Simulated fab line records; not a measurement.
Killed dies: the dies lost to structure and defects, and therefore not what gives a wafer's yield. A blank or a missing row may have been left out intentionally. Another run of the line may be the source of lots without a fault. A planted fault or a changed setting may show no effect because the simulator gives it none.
Chamber matching :: flow sky130 :: cmp-01 running SKY_VIA2_CMP_02: 4 sister chambers
The step polishes SiO2. 4 wafers are shown with their chamber, then 8 later ones without.

## WAFERS PAIRED WITH THEIR CHAMBERS
wafer: L639.4
chamber: 3
motor_current_A (A): 9.7

wafer: L644.1
chamber: 1
motor_current_A (A): 13.8

wafer: L644.2
chamber: 2
motor_current_A (A): 15.7

wafer: L645.1
chamber: 0
motor_current_A (A): 11.9

## WAFERS WITH NO CHAMBER GIVEN
wafer: L645.2
motor_current_A (A): 15.0

wafer: L645.4
motor_current_A (A): 9.7

wafer: L646.3
motor_current_A (A): 13.7

wafer: L646.4
motor_current_A (A): 9.7

wafer: L646.6
motor_current_A (A): 13.2

wafer: L647.1
motor_current_A (A): 11.7

wafer: L647.3
motor_current_A (A): 15.3

wafer: L647.4
motor_current_A (A): 13.7

## WHICH CHAMBER EACH ONE RAN IN
wafer: L645.2
from the rows above: can't be placed: 2 or 1
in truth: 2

wafer: L645.4
from the rows above: 3
in truth: 3

wafer: L646.3
from the rows above: 1
in truth: 1

wafer: L646.4
from the rows above: 3
in truth: 3

wafer: L646.6
from the rows above: can't be placed: 1 or 0
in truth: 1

wafer: L647.1
from the rows above: 0
in truth: 0

wafer: L647.3
from the rows above: 2
in truth: 2

wafer: L647.4
from the rows above: 1
in truth: 1
Placed correctly: 6 of 8. Not placeable from these rows: 2 (in 2, the candidates include the true chamber). Wrongly placed: 0.
How it was worked out, from the rows above alone: a wafer's distance from a chamber is the root of the sum, over the readings, of the square of ((its reading less the chamber's mean) divided by the reading's scatter). The wafer belongs to the nearest chamber; if the next one is less than 2 further off, it can't be placed. The mean given for a chamber averages the wafers shown for that chamber. The scatter (one wafer shown for each chamber): square how far every hidden wafer sits from the nearest shown wafer, average those squares and take the square root.
